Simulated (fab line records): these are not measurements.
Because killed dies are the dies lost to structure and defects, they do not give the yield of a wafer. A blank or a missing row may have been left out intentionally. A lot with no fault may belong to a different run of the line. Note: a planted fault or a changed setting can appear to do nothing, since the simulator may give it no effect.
Chamber matching	flow sky130	3 sister chambers for SKY_VIA3_HDPCVD_00 on hdpcvd-01
The step deposits SiO2, target thk 1635 nm, time 272.5 s. 3 wafers are shown with their chamber, then 7 later ones without.

WAFERS WITH THEIR CHAMBER
wafer	chamber	runLengthS (s)
L330.2	1	299.4
L332.5	0	300.5
L345.5	2	301.3

WAFERS MISSING THEIR CHAMBER
wafer	runLengthS (s)
L345.6	300.5
L344.3	299.1
L344.5	300.6
L344.6	301.1
L347.2	299.2
L347.3	300.3
L347.5	299.4

WHICH CHAMBER EACH WENT THROUGH
wafer	from the rows above	in truth
L345.6	0	0
L344.3	1	1
L344.5	0	0
L344.6	2	2
L347.2	1	1
L347.3	0	0
L347.5	1	1
Correctly placed: 7 of 7. Number that these rows cannot place: 0. Number placed wrongly: 0.
How it was worked out, from the rows above alone: a wafer's distance from a chamber is the root of the sum, over the readings, of the square of ((its reading less the chamber's mean) divided by the reading's scatter). If the next closest chamber is less than 2 further off than the closest, the wafer can't be placed; otherwise it belongs to the closest. A chamber's mean is the mean of its shown wafers. The scatter (one wafer shown for each chamber): square how far every hidden wafer sits from the nearest shown wafer, average those squares and take the square root.
